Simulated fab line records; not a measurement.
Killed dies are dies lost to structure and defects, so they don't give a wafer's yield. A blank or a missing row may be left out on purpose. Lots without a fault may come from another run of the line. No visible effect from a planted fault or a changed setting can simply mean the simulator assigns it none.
Matching of chambers / flow gf180mcu / GF_V2_CMP_26 on cmp-01: 4 sister chambers
The step polishes, stops on SiO2, t overpolish 15 s, target thk 0 nm. 4 wafers are shown with their chamber, then 8 later ones without.

== EACH WAFER AND ITS CHAMBER ==
wafer=L996.3; chamber=1; motorCurrentA (A)=10.7
wafer=L998.4; chamber=2; motorCurrentA (A)=9.9
wafer=L998.6; chamber=3; motorCurrentA (A)=11.3
wafer=L105.1; chamber=0; motorCurrentA (A)=10.2

== WAFERS WITH NO CHAMBER GIVEN ==
wafer=L105.5; motorCurrentA (A)=9.4
wafer=L105.6; motorCurrentA (A)=11.3
wafer=L106.1; motorCurrentA (A)=11.2
wafer=L106.3; motorCurrentA (A)=10.1
wafer=L106.6; motorCurrentA (A)=10.4
wafer=L107.1; motorCurrentA (A)=10.6
wafer=L107.2; motorCurrentA (A)=10.0
wafer=L107.5; motorCurrentA (A)=10.4

== THE CHAMBER EACH PASSED THROUGH ==
wafer=L105.5; from the rows above=can't be placed: 2 or 0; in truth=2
wafer=L105.6; from the rows above=3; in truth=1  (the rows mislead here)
wafer=L106.1; from the rows above=can't be placed: 3 or 1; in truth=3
wafer=L106.3; from the rows above=can't be placed: 0 or 2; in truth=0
wafer=L106.6; from the rows above=can't be placed: 0 or 1 or 2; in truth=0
wafer=L107.1; from the rows above=can't be placed: 1 or 0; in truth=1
wafer=L107.2; from the rows above=can't be placed: 2 or 0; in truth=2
wafer=L107.5; from the rows above=can't be placed: 0 or 1 or 2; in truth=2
Correctly placed: 0 of 8. From these rows, 7 cannot be placed; in 7 the true chamber is one of the candidates. 1 placed wrongly.
How it was worked out, from the rows above alone: a wafer's distance from a chamber is the root of the sum, over the readings, of the square of ((its reading less the chamber's mean) divided by the reading's scatter). If the next closest chamber is less than 2 further off than the closest, the wafer can't be placed; otherwise it belongs to the closest. A chamber's mean is the mean of its shown wafers. The scatter (one wafer shown for each chamber): square how far every hidden wafer sits from the nearest shown wafer, average those squares and take the square root.
